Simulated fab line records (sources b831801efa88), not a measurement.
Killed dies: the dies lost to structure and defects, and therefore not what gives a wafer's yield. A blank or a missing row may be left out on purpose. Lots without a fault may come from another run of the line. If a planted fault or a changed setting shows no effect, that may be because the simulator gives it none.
Which tool did it? :: flow gf180mcu :: 12 lots, 36 wafers sampled, at 1 step of a route of 602

## WHAT THE GAUGES SHOWED, per wafer
GF_V4_THK_MEAS_01.
lot: L805
measured: day 23 02:17
on: film metro-03
V4_CVD_00_THK (nm): 603 601 610

lot: L806
measured: day 23 13:52
on: film metro-01
V4_CVD_00_THK (nm): 597 599 607

lot: L807
measured: day 23 22:50
on: film metro-03
V4_CVD_00_THK (nm): 609 606 607

lot: L808
measured: day 24 08:35
on: film metro-04
V4_CVD_00_THK (nm): 603 610 598

lot: L809
measured: day 24 14:50
on: film metro-03
V4_CVD_00_THK (nm): 614 613 607

lot: L817
measured: day 27 20:02
on: film metro-01
V4_CVD_00_THK (nm): 599 617 608

lot: L818
measured: day 28 03:14
on: film metro-01
V4_CVD_00_THK (nm): 604 602 611

lot: L822
measured: day 29 04:31
on: film metro-03
V4_CVD_00_THK (nm): 608 610 607

lot: L823
measured: day 29 05:11
on: film metro-03
V4_CVD_00_THK (nm): 604 598 601

lot: L824
measured: day 29 11:56
on: film metro-01
V4_CVD_00_THK (nm): 603 596 607

lot: L825
measured: day 29 15:59
on: film metro-01
V4_CVD_00_THK (nm): 592 607 605

lot: L826
measured: day 29 22:00
on: film metro-03
V4_CVD_00_THK (nm): 601 603 599

## TOOL THAT RAN EACH LOT (tool first, then ch and the chambers of the sampled wafers, then the start)
The record shows no process step preceding these readings.

## WHAT THE TOOLS THEMSELVES READ (means of the sampled wafers that have a number; where no wafer has one, the mark that the record gives instead)
The record holds no such reading with a usual standard deviation.

## THE ANSWER, worked out from the rows above alone
Rule: the usual values come from the lots themselves. The widest of any qualifying gaps counts: lots, ordered by their means at a reading, are off when they make up no more than a third of the lots, leave a main group of 4 or more, and stand apart from it by 3 or more times the standard deviation of that group's means. The tables above print the reading to a certain number of digits; a main group whose means all agree to those digits is not used. Also off: a lot with no number at a reading for which 4 or more lots have one. The other lots that the step has rows for count as sound. After the gauges, taken in route order, come the tools' own readings; for these a lot's mean is taken, as printed above. The first step at which some lot is off is used, and at that step the reading that is off furthest; a lot without a number counts as furthest.
Nothing can be told from this: no lot is off at any reading shown.

## WHAT THE SIMULATOR HAD PUT IN
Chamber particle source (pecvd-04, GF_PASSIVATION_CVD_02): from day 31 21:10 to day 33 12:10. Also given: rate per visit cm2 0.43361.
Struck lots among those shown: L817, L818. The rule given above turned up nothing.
